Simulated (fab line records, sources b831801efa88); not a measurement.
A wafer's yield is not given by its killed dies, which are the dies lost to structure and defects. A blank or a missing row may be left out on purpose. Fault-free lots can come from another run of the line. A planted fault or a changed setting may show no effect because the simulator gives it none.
fab line records    flow sky130
record: lots: 6  wafers: 18  last-day: 50
route steps=708 shown FIELD_ISO@7 NWELL@32 DNWELL@35 PWDE@45 PAD_OPEN@708
lots that met no fault: taken from a fault-free run of the same line
start-h: the number of hours between the record's first day and the start of the first shown wafer of the lot    wait-h: how many hours have passed since the lot's step before this one    " unchanged from the row above    L1.1+2: one row covering several wafers at once    - no value, or no start was given    * or withheld: withheld    < > ~ a bound
route shown NAME@n: a module of which the file shows steps, and the number in the route of the first    usual: average and standard deviation across the fault-free wafers    same: alike in all rows    chamber/n: place in a boat    sites: each site's reading    _std_site: their standard deviation    _edge_site: the outer-site mean with the inner-site mean subtracted    radius-mm: for every site, how far away it sits from the centre of the wafer    mask NAME#n: copy n    behind: tool/chamber where the wafer was last shaped    hold: why the lot was held/for how many hours/how that ended    device: names the non-switching transistor (n, p or np)    end of line: tests of these same wafers at the route's end    for a step that has no rows: nothing shown but its recipe    killed: not the wafer's yield, but the dies lost to structure and defects at the first sort    map: per-die view of a wafer (x killed, . not killed, _ where there is no die)
set.NAME: the setting that was run; set.NAME@STEP: the one run at that earlier step    model.NAME: the simulator's own value behind a step, which no gauge read
a table for each step, a row for each wafer; lots at some steps of the route
services: when a tool's chamber went out of use (start-h, in hours from the record's first day, below 0 if earlier), for how many hours, and the reason
== steps ==
step: SKY_FIELD_ISO_HMDS_06
recipe: prime-time-s: 60  prime-temp-c: 120
step: SKY_FIELD_ISO_COAT_07
recipe: resist: BARC  temp-c: withheld  time-s: withheld  spin-rpm: 3000  resist-thk-nm: 60
step: SKY_FIELD_ISO_COAT_08
recipe: resist: KrF-thick  spin-rpm: 3000  resist-thk-nm: 450
step: SKY_FIELD_ISO_SOFTBAKE_09
recipe: temp-c: 100  time-s: 92.29  resist: KrF-thick
usual: heater-power-total-W: 57.30/0.086  plate-sensor-t-centre-C: 100.88/0.01  plate-sensor-t-edge-C: 100.95/0.01
lot.wafer  tool            chamber  start-h  wait-h  heater-power-total-W  plate-sensor-t-centre-C  plate-sensor-t-edge-C
L197.1     litho-track-02  0        -        -       57.42                 100.89                   100.96
L197.2     "               0        "        "       57.38                 100.88                   100.94
L197.3     "               0        "        "       57.28                 100.91                   100.96
L200.2     litho-track-04  0        -        -       57.22                 100.88                   100.96
L200.3     "               0        "        "       57.15                 100.89                   100.94
L200.4     "               0        "        "       57.48                 100.89                   100.95
L208.1     litho-track-02  0        -        -       57.16                 100.89                   100.94
L208.3     "               0        "        "       57.36                 100.88                   100.96
L208.6     "               0        "        "       57.45                 100.90                   100.96
L210.1     litho-track-01  0        -        -       57.31                 100.90                   100.98
L210.3     "               0        "        "       57.22                 100.87                   100.96
L210.4     "               0        "        "       57.13                 100.88                   100.95
L214.1     litho-track-01  0        -        -       57.28                 100.87                   100.96
L214.4     "               0        "        "       57.36                 100.89                   100.96
L214.6     "               0        "        "       57.28                 100.89                   100.94
L216.1     litho-track-01  0        -        -       57.22                 100.88                   100.95
L216.3     "               0        "        "       57.28                 100.88                   100.97
L216.4     "               0        "        "       57.45                 100.89                   100.95
step: SKY_FIELD_ISO_EXPOSE_10
recipe: mask-id: FOM  na: 0.68  source-shape: annular  sigma-inner: 0.4  sigma-outer: 0.8  target-cd-nm: 150  dose-mj: 28
step: SKY_FIELD_ISO_PEB_11
recipe: peb-temp-c: withheld  peb-time-s: withheld  resist: KrF-thick
step: SKY_FIELD_ISO_DEVELOP_12
recipe: develop-time-s: 60  resist: KrF-thick  dev-temp-c: 21
step: SKY_FIELD_ISO_CD_MEAS_13
recipe: target-cd-nm: 150
usual: cd-nm: 149.9/1.7
lot.wafer  tool       chamber  start-h  wait-h  cd-nm
L197.1     cd-sem-02  -        44.03    -       149.7
L197.2     "          -        "        "       151.6
L197.3     "          -        "        "       148.8
L200.2     cd-sem-02  -        60.15    -       149.4
L200.3     "          -        "        "       150.5
L200.4     "          -        "        "       149.7
L208.1     cd-sem-02  -        101.77   -       150.2
L208.3     "          -        "        "       150.5
L208.6     "          -        "        "       149.2
L210.1     cd-sem-01  -        111.87   -       146.8
L210.3     "          -        "        "       147.4
L210.4     "          -        "        "       145.9
L214.1     cd-sem-02  -        133.92   -       150.7
L214.4     "          -        "        "       150.8
L214.6     "          -        "        "       150.7
L216.1     cd-sem-01  -        141.92   -       151.7
L216.3     "          -        "        "       150.9
L216.4     "          -        "        "       149.5
step: SKY_FIELD_ISO_ETCH_14
recipe: chemistry: N2/H2  target: BARC  ion-energy-ev: 200  source-w: 500  bias-w: 100  pressure-mtorr: 30  n2-flow-sccm: 100  h2-flow-sccm: 200  stop-on: SiO2  time-s: 48.11  target-depth-a: 600
usual: drypump-motor-current-A: 5.6/0.45  h2-flow-sccm: 199.9/0.57  oes-product-au: 0.843/0.0047  throttle-valve-pct: 13.224/0.0095
lot.wafer  tool         chamber  start-h  wait-h  drypump-motor-current-A  h2-flow-sccm  oes-product-au  rf-hours-counter-h  throttle-valve-pct
L197.1     rie-diel-04  2        44.15    0.1     5.7                      199.7         0.844           166                 13.226
L197.2     "            1        "        "       6.1                      199.9         0.841           47                  13.207
L197.3     "            0        "        "       5.8                      199.4         0.848           135                 13.227
L200.2     rie-diel-02  0        60.25    0.1     5.0                      199.9         0.842           65                  13.226
L200.3     "            2        "        "       6.4                      200.6         0.841           54                  13.228
L200.4     "            3        "        "       6.0                      201.0         0.851           117                 13.229
L208.1     rie-diel-02  0        101.89   0.1     5.0                      199.9         0.849           66                  13.220
L208.3     "            3        "        "       6.0                      199.6         0.845           117                 13.215
L208.6     "            0        "        "       5.0                      199.6         0.848           -                   13.220
L210.1     rie-diel-04  3        111.99   0.1     5.2                      200.2         0.845           1                   13.229
L210.3     "            2        "        "       5.8                      198.6         0.844           0                   13.213
L210.4     "            0        "        "       5.8                      200.2         0.838           137                 13.208
L214.1     rie-diel-01  3        134.04   0.1     5.7                      200.0         0.843           1                   13.226
L214.4     "            2        "        "       4.9                      200.5         0.846           -                   13.228
L214.6     "            0        "        "       5.4                      200.3         0.844           -                   13.222
L216.1     rie-diel-02  1        142.04   0.1     5.8                      200.0         0.848           5                   13.229
L216.3     "            2        "        "       6.4                      201.1         0.841           55                  13.229
L216.4     "            0        "        "       5.0                      199.4         0.849           66                  13.229
step: SKY_FIELD_ISO_ETCH_15
recipe: chemistry: CHF3/O2  target-depth-nm: 180  stop-on: Si  source-w: 600  bias-w: 200  pressure-mtorr: 40  chf3-flow-sccm: 50  O2_flow_sccm: 5  time-s: 72
usual: bias-w: 200.0/0.59  drypump-motor-current-A: 5.6/0.45  oes-product-au: 0.947/0.0071  throttle-valve-pct: 8.844/0.0084
lot.wafer  tool         chamber  start-h  wait-h  bias-w  drypump-motor-current-A  oes-product-au  rf-hours-counter-h  throttle-valve-pct
L197.1     rie-diel-04  2        44.19    0.0     200.0   5.7                      0.940           166                 8.851
L197.2     "            1        "        "       199.2   6.1                      0.950           47                  8.850
L197.3     "            0        "        "       200.9   5.7                      0.945           135                 8.840
L200.2     rie-diel-02  0        60.29    0.0     199.6   5.0                      0.938           65                  8.848
L200.3     "            2        "        "       200.1   6.4                      0.951           54                  8.848
L200.4     "            3        "        "       200.0   6.0                      0.949           117                 8.851
L208.1     rie-diel-02  0        101.93   0.0     200.1   5.0                      0.938           66                  8.841
L208.3     "            3        "        "       199.4   5.9                      0.953           117                 8.843
L208.6     "            0        "        "       200.3   5.0                      0.945           -                   8.848
L210.1     rie-diel-04  3        112.04   0.0     200.4   5.2                      0.953           1                   8.835
L210.3     "            2        "        "       199.8   5.7                      0.951           0                   8.849
L210.4     "            0        "        "       200.3   5.8                      0.960           137                 8.858
L214.1     rie-diel-01  3        134.08   0.0     200.8   5.7                      0.948           1                   8.857
L214.4     "            2        "        "       199.9   4.9                      0.950           -                   8.837
L214.6     "            0        "        "       200.0   5.4                      0.954           -                   8.851
L216.1     rie-diel-02  1        142.09   0.0     200.3   5.8                      0.930           5                   8.843
L216.3     "            2        "        "       199.0   6.4                      0.941           55                  8.849
L216.4     "            0        "        "       199.8   5.0                      0.946           66                  8.866
step: SKY_FIELD_ISO_STRIP_16
recipe: chemistry: O2/N2  power-w: 1400  pressure-mtorr: 1500  platen-temp-c: withheld  o2-flow-sccm: 3000  n2-flow-sccm: 300  overash-fraction: 0.5
usual: drypump-motor-current-A: 5.8/0.57  oes-product-au: 0.377/0.0052  strip-time-to-endpoint-s: 3.52/0.035
lot.wafer  tool             chamber  start-h  wait-h  drypump-motor-current-A  oes-product-au  rf-hours-counter-h  strip-time-to-endpoint-s
L197.1     plasma-asher-02  1        44.24    0.0     6.0                      0.372           23                  3.48
L197.2     "                0        "        "       6.2                      0.374           23                  3.49
L197.3     "                1        "        "       6.0                      0.374           -                   3.49
L200.2     plasma-asher-02  1        60.34    0.0     6.0                      0.380           25                  3.48
L200.3     "                0        "        "       6.2                      0.371           -                   3.47
L200.4     "                1        "        "       6.0                      0.369           -                   3.54
L208.1     plasma-asher-02  0        101.99   0.0     6.2                      0.382           29                  3.55
L208.3     "                0        "        "       6.1                      0.382           -                   3.54
L208.6     "                0        "        "       6.2                      0.370           -                   3.52
L210.1     plasma-asher-01  0        112.09   0.0     5.0                      0.377           43                  3.55
L210.3     "                1        "        "       6.4                      0.382           -                   3.57
L210.4     "                0        "        "       5.0                      0.373           -                   3.57
L214.1     plasma-asher-01  0        134.14   0.0     5.0                      0.375           45                  3.49
L214.4     "                1        "        "       6.5                      0.376           -                   3.57
L214.6     "                1        "        "       6.5                      0.379           -                   3.50
L216.1     plasma-asher-01  1        142.14   0.0     6.5                      0.382           46                  3.58
L216.3     "                0        "        "       5.0                      0.391           -                   3.57
L216.4     "                1        "        "       6.4                      0.371           -                   3.56
step: SKY_FIELD_ISO_ETCH_17
recipe: target-depth-a: 3420  mask-material: Si3N4  chemistry: HBr/Cl2/O2  target: Si  taper-deg: 5  icp-w: 600  bias-w: 150  pressure-mtorr: 15  HBr_flow_sccm: 150  Cl2_flow_sccm: 40  O2_flow_sccm: 6  time-s: 97.7
step: SKY_FIELD_ISO_WET_ETCH_18
recipe: chemistry: H3PO4  target-depth-nm: 25  temp-c: 160  target: Si3N4  time-s: 286
lot.wafer   tool          chamber  start-h  wait-h
L197.1+2+3  wet-bench-01  1        44.42    0.0
L200.2+3+4  wet-bench-04  0        60.52    0.0
L208.1+3+6  wet-bench-04  1        102.16   0.0
L210.1+3+4  wet-bench-04  3        112.26   0.0
L214.1+4+6  wet-bench-01  1        134.31   0.0
L216.1+3+4  wet-bench-01  3        142.31   0.0
step: SKY_FIELD_ISO_CLEAN_19
recipe: chemistry: SC1/SC2  mix: 1:4:20  temp-c: 70  time-s: 150
step: SKY_FIELD_ISO_CLEAN_20
recipe: chemistry: dHF  time-s: 20  dilution: 100:1
step: SKY_FIELD_ISO_WET_ETCH_21
recipe: chemistry: dHF  dilution: 100:1  target-depth-nm: 20  dry: ipa-marangoni  target: SiO2  temp-c: 25  time-s: 400
step: SKY_FIELD_ISO_OXIDATION_22
recipe: temp-c: 950  ambient: O2  stabilise-s: 600  purge-s: 300  target-thk-a: 100  ox-time-s: 623
step: SKY_FIELD_ISO_THK_MEAS_23
recipe: reads: SiO2_of_FIELD_ISO_OXIDATION_22
usual: FIELD_ISO_OXIDATION_01_THK: 10.07/0.21
lot.wafer  tool           chamber  start-h  wait-h  FIELD_ISO_OXIDATION_01_THK[nm]
L197.1     film-metro-01  -        45.88    0.0     10.08
L197.2     "              -        "        "       10.26
L197.3     "              -        "        "       10.18
L200.2     film-metro-03  -        62.08    0.0     10.02
L200.3     "              -        "        "       10.17
L200.4     "              -        "        "       10.14
L208.1     film-metro-03  -        103.63   0.0     9.80
L208.3     "              -        "        "       9.67
L208.6     "              -        "        "       9.92
L210.1     film-metro-02  -        113.73   0.0     9.99
L210.3     "              -        "        "       9.99
L210.4     "              -        "        "       9.95
L214.1     film-metro-02  -        136.33   0.0     10.31
L214.4     "              -        "        "       10.43
L214.6     "              -        "        "       10.12
L216.1     film-metro-03  -        144.85   0.0     10.14
L216.3     "              -        "        "       10.05
L216.4     "              -        "        "       10.30
step: SKY_FIELD_ISO_CVD_24
recipe: material: SiO2  target-thk-nm: 595  temp-c: 650  sigma-open-frac: 0.3  time-s: 99.2  sih4-flow-sccm: 60  pressure-mtorr: 6
step: SKY_FIELD_ISO_THK_MEAS_25
recipe: reads: SiO2_of_FIELD_ISO_CVD_24
usual: FIELD_ISO_CVD_24_THK: 600/5.9
lot.wafer  tool           chamber  start-h  wait-h  FIELD_ISO_CVD_24_THK[nm]
L197.1     film-metro-02  -        46.01    0.0     592
L197.2     "              -        "        "       600
L197.3     "              -        "        "       585
L200.2     film-metro-02  -        62.21    0.0     596
L200.3     "              -        "        "       588
L200.4     "              -        "        "       598
L208.1     film-metro-01  -        103.76   0.0     605
L208.3     "              -        "        "       610
L208.6     "              -        "        "       601
L210.1     film-metro-03  -        113.86   0.0     604
L210.3     "              -        "        "       602
L210.4     "              -        "        "       598
L214.1     film-metro-03  -        136.46   0.0     600
L214.4     "              -        "        "       605
L214.6     "              -        "        "       601
L216.1     film-metro-02  -        144.98   0.0     601
L216.3     "              -        "        "       604
L216.4     "              -        "        "       599
step: SKY_FIELD_ISO_ANNEAL_26
recipe: temp-c: 1000  time-s: 1800  ambient: N2
step: SKY_FIELD_ISO_CMP_27
recipe: stop-on: Si3N4  t-overpolish-s: 16  down-force-psi: 4  platen-rpm: 60  target-thk-nm: 457.8  pad-velocity-m-s: 0.94248
usual: motor-current-A: 12.2/1.5  overpolish-run-s: 16.000/0.0089  slurry-flow-ml-min: 150.0/0.43  time-to-endpoint-s: 115/6.9
lot.wafer  tool    chamber  start-h  wait-h  motor-current-A  overpolish-run-s  slurry-flow-ml-min  time-to-endpoint-s
L197.1     cmp-01  2        48.91    0.0     10.8             16.002            150.1               110
L197.2     "       0        "        "       12.3             15.999            150.2               101
L197.3     "       1        "        "       12.4             15.991            150.1               99
L200.2     cmp-01  3        63.81    0.1     11.7             15.999            149.9               120
L200.3     "       0        "        "       12.8             15.995            150.4               107
L200.4     "       1        "        "       12.9             15.984            149.7               107
L208.1     cmp-02  2        106.42   0.0     11.1             15.993            150.4               127
L208.3     "       3        "        "       11.1             15.991            150.1               126
L208.6     "       3        "        "       11.0             16.000            150.2               125
L210.3     cmp-01  2        116.76   0.0     10.7             15.996            150.3               118
L210.1     "       3        "        "       11.1             16.012            150.4               122
L210.4     "       1        "        "       12.0             16.001            149.4               107
L214.4     cmp-01  1        138.72   0.0     12.6             16.002            149.7               109
L214.1     "       3        "        "       11.7             16.009            149.2               116
L214.6     "       1        "        "       12.6             15.986            150.3               110
L216.1     cmp-01  3        148.42   0.0     11.7             16.017            149.6               116
L216.3     "       1        "        "       13.3             16.013            150.4               109
L216.4     "       2        "        "       10.7             15.982            150.1               118
step: SKY_FIELD_ISO_WET_ETCH_28
recipe: chemistry: dHF  target-depth-nm: 23.7  target: SiO2  dilution: 10:1  temp-c: 25  time-s: 47
step: SKY_FIELD_ISO_WET_ETCH_29
recipe: chemistry: H3PO4  target-depth-nm: 160  target: Si3N4  temp-c: 160  time-s: 1825
step: SKY_FIELD_ISO_WET_ETCH_30
recipe: chemistry: dHF  target-depth-nm: 25  target: SiO2  dilution: 10:1  temp-c: 25  time-s: 50
step: SKY_NWELL_CLEAN_00
recipe: chemistry: SC1/SC2  mix: 1:4:20  temp-c: 70  time-s: 150  dry: n2-spin
step: SKY_NWELL_OXIDATION_01
recipe: temp-c: 900  ambient: O2  stabilise-s: 600  purge-s: 300  target-thk-a: 100  ox-time-s: 1418
step: SKY_NWELL_THK_MEAS_02
recipe: reads: SiO2_of_NWELL_OXIDATION_01
usual: NWELL_OXIDATION_THK: 10.08/0.21
lot.wafer  tool           chamber  start-h  wait-h  NWELL_OXIDATION_THK[nm]
L197.1     film-metro-03  -        51.75    0.0     10.22
L197.2     "              -        "        "       10.21
L197.3     "              -        "        "       10.15
L200.2     film-metro-03  -        66.07    0.0     10.15
L200.3     "              -        "        "       10.05
L200.4     "              -        "        "       10.15
L208.1     film-metro-02  -        109.33   0.0     10.10
L208.3     "              -        "        "       10.28
L208.6     "              -        "        "       10.15
L210.1     film-metro-03  -        119.11   0.0     10.11
L210.3     "              -        "        "       10.13
L210.4     "              -        "        "       10.05
L214.1     film-metro-04  -        141.02   0.0     9.80
L214.4     "              -        "        "       9.73
L214.6     "              -        "        "       9.70
L216.1     film-metro-02  -        151.84   0.0     9.84
L216.3     "              -        "        "       9.88
L216.4     "              -        "        "       9.97
step: SKY_DNWELL_DEHYDRATE_00
recipe: temp-c: 200  time-s: 60
step: SKY_DNWELL_HMDS_01
recipe: prime-time-s: 60  prime-temp-c: 120
step: SKY_DNWELL_COAT_02
recipe: spin-rpm: 2000  resist-thk-nm: 3000
step: SKY_DNWELL_SOFTBAKE_03
recipe: temp-c: 110  time-s: withheld
step: SKY_DNWELL_EXPOSE_04
recipe: mask-id: DNM  na: 0.57  target-cd-nm: 3000  dose-mj: 222
step: SKY_DNWELL_PEB_05
recipe: temp-c: 115  time-s: withheld
step: SKY_DNWELL_DEVELOP_06
recipe: wall-angle-deg: 90  developer: TMAH  develop-time-s: 60  dev-temp-c: 23
step: SKY_DNWELL_IMPLANT_07
recipe: species: P  energy-kev: withheld  dose-cm2: withheld  tilt-deg: withheld
step: SKY_DNWELL_STRIP_08
recipe: chemistry: O2/N2  power-w: 1400  pressure-mtorr: 1500  platen-temp-c: withheld  o2-flow-sccm: 3000  n2-flow-sccm: 300  overash-fraction: 0.5
step: SKY_DNWELL_TW_MEAS_09
usual: DNWELL_TW: 1097/7.4
lot.wafer  tool           chamber  start-h  wait-h  DNWELL_TW
L197.1     film-metro-04  -        68.47    0.1     1110
L197.2     "              -        "        "       1110
L197.3     "              -        "        "       1104
L200.2     film-metro-04  -        82.58    0.1     1105
L200.3     "              -        "        "       1109
L200.4     "              -        "        "       1105
L208.1     film-metro-02  -        127.97   0.1     1091
L208.3     "              -        "        "       1096
L208.6     "              -        "        "       1093
L210.1     film-metro-04  -        137.72   0.1     1103
L210.3     "              -        "        "       1104
L210.4     "              -        "        "       1105
L214.1     film-metro-04  -        160.77   0.1     1104
L214.4     "              -        "        "       1105
L214.6     "              -        "        "       1103
L216.1     film-metro-03  -        172.21   0.1     1093
L216.3     "              -        "        "       1094
L216.4     "              -        "        "       1084
step: SKY_PWDE_DEHYDRATE_00
recipe: temp-c: 200  time-s: 60
step: SKY_PWDE_HMDS_01
recipe: prime-time-s: 60  prime-temp-c: 120
step: SKY_PWDE_COAT_02
recipe: spin-rpm: 2000  resist-thk-nm: 3000
step: SKY_PWDE_SOFTBAKE_03
recipe: temp-c: 110  time-s: withheld
step: SKY_PAD_OPEN_PROBE_99
usual: killed_at_M0_to_M3: 44/7.1  killed_at_M4_up: 3/1.6  killed-at-contacts: 24/5.4  killed-at-front-end: 15/4.7  killed-at-other: 0.3/0.51  killed-dies: 87/9.9  killed-on-rim: 17/4  killed-open: 48/7.6  killed-short: 39/6.3
same: gross-dies: 492  killed-at-back-side: 0
lot.wafer  tool       chamber  start-h  wait-h  hold                      killed_at_M0_to_M3  killed_at_M4_up  killed-at-contacts  killed-at-front-end  killed-at-other  killed-dies  killed-on-rim  killed-open  killed-short
L197.1     prober-02  -        1090.73  0.1     -                         46                  5                14                  17                   0                82           22             40           42
L197.2     prober-02  -        1090.78  0.1     -                         56                  3                25                  17                   0                101          18             67           34
L197.3     prober-02  -        1090.83  0.2     -                         48                  2                30                  13                   0                93           15             58           35
L200.2     prober-01  -        1130.64  0.1     -                         52                  4                26                  16                   1                99           18             58           41
L200.3     prober-01  -        1130.69  0.2     -                         48                  3                29                  8                    0                88           15             44           44
L200.4     prober-01  -        1130.74  0.2     -                         38                  3                21                  14                   0                76           15             45           31
L208.1     prober-01  -        1155.95  0.1     await-dispo/1.8h/release  39                  3                19                  49                   0                110          21             43           31
L208.3     prober-01  -        1156.05  0.2     await-dispo/1.8h/release  32                  2                27                  48                   0                109          19             41           34
L208.6     prober-01  -        1156.20  0.2     await-dispo/1.8h/release  41                  3                29                  57                   0                130          28             51           43
L210.1     prober-01  -        1162.33  0.1     await-dispo/5.0h/release  51                  0                26                  69                   0                146          22             51           44
L210.3     prober-01  -        1162.43  0.2     await-dispo/5.0h/release  41                  3                17                  62                   0                123          17             46           27
L210.4     prober-01  -        1162.48  0.2     await-dispo/5.0h/release  42                  5                20                  58                   0                125          23             47           27
L214.1     prober-01  -        1180.69  0.1     -                         36                  5                25                  20                   1                87           17             50           37
L214.4     prober-01  -        1180.84  0.2     -                         39                  3                28                  23                   0                93           19             50           43
L214.6     prober-01  -        1180.94  0.2     -                         40                  4                32                  18                   0                94           19             52           42
L216.1     prober-01  -        1191.49  0.1     -                         38                  5                18                  14                   0                75           15             42           33
L216.3     prober-01  -        1191.59  0.2     -                         48                  5                17                  9                    0                79           17             44           35
L216.4     prober-01  -        1191.64  0.2     -                         35                  3                27                  11                   0                76           16             43           33
killed by level:class
L197.1 METAL2:geometric-particle:short=9 VIA1:geometric-particle:open=9 POLY_GATE:geometric-particle:short=7 VIA3:geometric-particle:open=6 CONTACT:geometric-particle:open=5 VIA1:geometric-particle:short=5 VIA2:geometric-particle:open=5 METAL3:geometric-particle:short=4
L197.2 VIA1:geometric-particle:open=12 VIA3:geometric-particle:open=11 LI_CONTACT:geometric-particle:open=8 CONTACT:geometric-particle:open=8 VIA2:geometric-particle:open=8 METAL1:geometric-particle:short=6 FIELD_ISO:geometric-particle:open=5 POLY_GATE:geometric-particle:open=5
L197.3 VIA1:geometric-particle:open=12 LI_CONTACT:geometric-particle:open=11 CONTACT:geometric-particle:open=11 VIA2:geometric-particle:open=9 METAL1:geometric-particle:short=7 FIELD_ISO:geometric-particle:short=5 CONTACT:geometric-particle:short=5 VIA3:geometric-particle:open=5
L200.2 VIA1:geometric-particle:open=15 CONTACT:geometric-particle:open=9 VIA3:geometric-particle:open=8 POLY_GATE:geometric-particle:open=7 LI_CONTACT:geometric-particle:open=7 METAL1:geometric-particle:short=7 METAL2:geometric-particle:short=6 LOCAL_INTERCONNECT:geometric-particle:short=5
L200.3 METAL1:geometric-particle:short=11 VIA1:geometric-particle:open=9 LI_CONTACT:geometric-particle:open=8 CONTACT:geometric-particle:open=8 METAL2:geometric-particle:short=8 VIA1:geometric-particle:short=6 CONTACT:geometric-particle:short=5 VIA3:geometric-particle:open=5
L200.4 CONTACT:geometric-particle:open=11 VIA1:geometric-particle:open=11 METAL2:geometric-particle:short=5 VIA2:geometric-particle:short=5 VIA2:geometric-particle:open=5 FIELD_ISO:geometric-particle:open=4 LI_CONTACT:geometric-particle:open=4 METAL1:geometric-particle:short=4
L208.1 FIELD_ISO:unspecified=36 VIA1:geometric-particle:open=11 VIA2:geometric-particle:open=8 FIELD_ISO:geometric-particle:short=6 LI_CONTACT:geometric-particle:open=6 VIA1:geometric-particle:short=6 CONTACT:geometric-particle:open=6 FIELD_ISO:geometric-particle:open=4
L208.3 FIELD_ISO:unspecified=34 VIA1:geometric-particle:open=10 CONTACT:geometric-particle:short=7 CONTACT:geometric-particle:open=7 LOCAL_INTERCONNECT:geometric-particle:short=5 LI_CONTACT:geometric-particle:open=5 VIA2:geometric-particle:open=5 FIELD_ISO:geometric-particle:short=4
L208.6 FIELD_ISO:unspecified=36 VIA1:geometric-particle:open=11 CONTACT:geometric-particle:short=9 CONTACT:geometric-particle:open=9 VIA1:geometric-particle:short=9 LI_CONTACT:geometric-particle:open=8 POLY_GATE:geometric-particle:short=4 POLY_GATE:geometric-particle:open=4
L210.1 FIELD_ISO:unspecified=51 CONTACT:geometric-particle:open=13 VIA3:geometric-particle:open=11 VIA1:geometric-particle:open=9 METAL2:geometric-particle:short=7 METAL1:geometric-particle:short=6 METAL3:geometric-particle:short=5 FIELD_ISO:geometric-particle:short=4
L210.3 FIELD_ISO:unspecified=50 VIA1:geometric-particle:open=11 VIA2:geometric-particle:open=7 CONTACT:geometric-particle:open=6 VIA3:geometric-particle:open=6 FIELD_ISO:geometric-particle:short=4 FIELD_ISO:geometric-particle:open=3 POLY_GATE:geometric-particle:open=3
L210.4 FIELD_ISO:unspecified=51 VIA1:geometric-particle:open=11 LI_CONTACT:geometric-particle:open=7 CONTACT:geometric-particle:open=6 VIA2:geometric-particle:open=6 POLY_GATE:geometric-particle:open=4 VIA1:geometric-particle:short=4 VIA2:geometric-particle:short=4
L214.1 LI_CONTACT:geometric-particle:open=8 VIA1:geometric-particle:open=8 FIELD_ISO:geometric-particle:open=7 LOCAL_INTERCONNECT:geometric-particle:short=7 CONTACT:geometric-particle:open=6 POLY_GATE:geometric-particle:short=5 VIA3:geometric-particle:open=5 METAL2:geometric-particle:short=4
L214.4 VIA1:geometric-particle:open=12 LI_CONTACT:geometric-particle:open=9 CONTACT:geometric-particle:open=8 FIELD_ISO:geometric-particle:open=6 POLY_GATE:geometric-particle:short=5 CONTACT:geometric-particle:short=5 VIA1:geometric-particle:short=5 METAL2:geometric-particle:short=4
L214.6 LI_CONTACT:geometric-particle:open=11 VIA1:geometric-particle:open=11 METAL1:geometric-particle:short=7 VIA2:geometric-particle:open=7 POLY_GATE:geometric-particle:open=6 CONTACT:geometric-particle:short=6 CONTACT:geometric-particle:open=6 LOCAL_INTERCONNECT:geometric-particle:short=5
L216.1 VIA1:geometric-particle:open=16 LI_CONTACT:geometric-particle:open=10 METAL1:geometric-particle:short=6 FIELD_ISO:geometric-particle:open=5 METAL4:geometric-particle:short=5 FIELD_ISO:geometric-particle:short=4 POLY_GATE:geometric-particle:open=3 CONTACT:geometric-particle:open=3
L216.3 VIA1:geometric-particle:open=11 LI_CONTACT:geometric-particle:open=7 METAL1:geometric-particle:short=7 VIA1:geometric-particle:short=7 CONTACT:geometric-particle:open=6 VIA2:geometric-particle:open=6 METAL2:geometric-particle:short=5 VIA3:geometric-particle:open=4
L216.4 CONTACT:geometric-particle:open=10 LI_CONTACT:geometric-particle:open=7 VIA1:geometric-particle:open=7 CONTACT:geometric-particle:short=6 VIA3:geometric-particle:open=5 METAL3:geometric-particle:short=5 VIA2:geometric-particle:open=4 FIELD_ISO:geometric-particle:short=3
map L208.6 (x killed, . not)
__________...xx..x.._________
________....x....xx..._______
______.........xx....x.._____
_____x.xx..x...x.....x...____
____...............x.x...x___
___.......x........xx.....x__
__...........x....xxx......._
_......x......x.........x....
_.....x..........x.xx.......x
_.x......x..x............x.x.
_...x.x...x..x......x....x..x
_x.....x......x..x.........x.
_.....xx.........x...........
_xx...............xx.......x.
_....x......x.x.....x..x.....
__.xx.x.x..x.x....x.xxxx.x.._
___x..x...xx.x..xx..xxxxxx.__
____..x.....x..xxxxx.xxxx.___
_____......x..x...xxxxxxx____
______.x..x...x.x.xxxxxx_____
________....x...xxxxxx_______
__________..x.x...xx_________
map L210.1 (x killed, . not)
__________....x....._________
________..x.x.....x..._______
______x......x.x.....x.._____
_____xx.....x..x.........____
____.x..x.xxx...x.....x...___
___..x...x....x.x..x.x..x..__
__................x.....x..._
_x.....x.x....x...........x..
_...........x...........x..x.
_..................xxx.......
_.x...xx.....x...............
_....x..x...x.x.xxx..........
_....x....x..xxxxxxxx.x.x....
_x...x..xx...........x...x...
_.x..x..xx.x.x.x..x.........x
__....x.x....xx.x.x..x......_
___..x....xxxxxxxx.x.xx....__
____......xxxxxxxxxxx.....___
_____.x.xx.xxxxxxx.......____
______...xxxxxxxxxxxx.x._____
________x..xxxxx.xxx.._______
__________..xxxx.xxx_________
== services ==
tool             chamber  start-h  hours  kind
plasma-asher-01  -        14.80    3.6    repair
cmp-01           -        25.54    5.3    pm
rie-diel-01      1        31.39    11.9   repair
rie-diel-02      1        37.53    6.6    repair
rie-diel-04      3        40.83    -      clean
rie-diel-04      3        40.83    18.9   scheduled-down
rie-diel-04      3        40.83    18.9   vent-cycle
cmp-01           -        42.38    1.4    repair
plasma-asher-01  -        43.02    1.2    repair
cmp-02           -        44.37    1.7    repair
wet-bench-04     -        46.59    0.6    repair
cmp-01           -        51.74    0.3    repair
cmp-02           -        53.85    0.7    repair
cmp-02           -        62.60    6.1    repair
cmp-01           -        64.06    4.0    pm
cmp-01           -        68.06    -      consumable-replace:conditioner
cmp-01           -        68.06    -      consumable-replace:pad
rie-diel-02      0        69.93    7.4    repair
rie-diel-01      2        70.38    13.5   repair
plasma-asher-02  -        71.83    0.4    repair
rie-diel-02      1        88.19    1.5    repair
rie-diel-01      -        90.51    2.8    pm
wet-bench-01     -        101.74   1.6    repair
wet-bench-04     -        144.04   3.1    repair
== key ==
first-sign: step: SKY_PAD_OPEN_PROBE_99  reading: killed-at-front-end  direction: up  sigmas: 9  usual: 15  struck: 57
effect: step: SKY_PAD_OPEN_PROBE_99  reading: killed-dies  direction: up  sigmas: 3.7  usual: 87  struck: 124
met-at SKY_FIELD_ISO_WET_ETCH_18
struck-wafers L208.1,L208.3,L208.6,L210.1,L210.3,L210.4
tester-left-out L208,L210
onset-between 60.52 102.16
fault: kind: chamber-particle-source  tool: wet-bench-04  chamber: -  onset-h: 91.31  steps: SKY_FIELD_ISO_WET_ETCH_18  rate-per-visit-cm2: 0.82116  end-h: 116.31
tester-left-out: of these lots the tester's yield and bins aren't shown, on N5 and GAA mostly nor the transistor test; their killed dies are dies lost to structure and defects alone, not to doping, threshold or leakage, so they don't give the yield
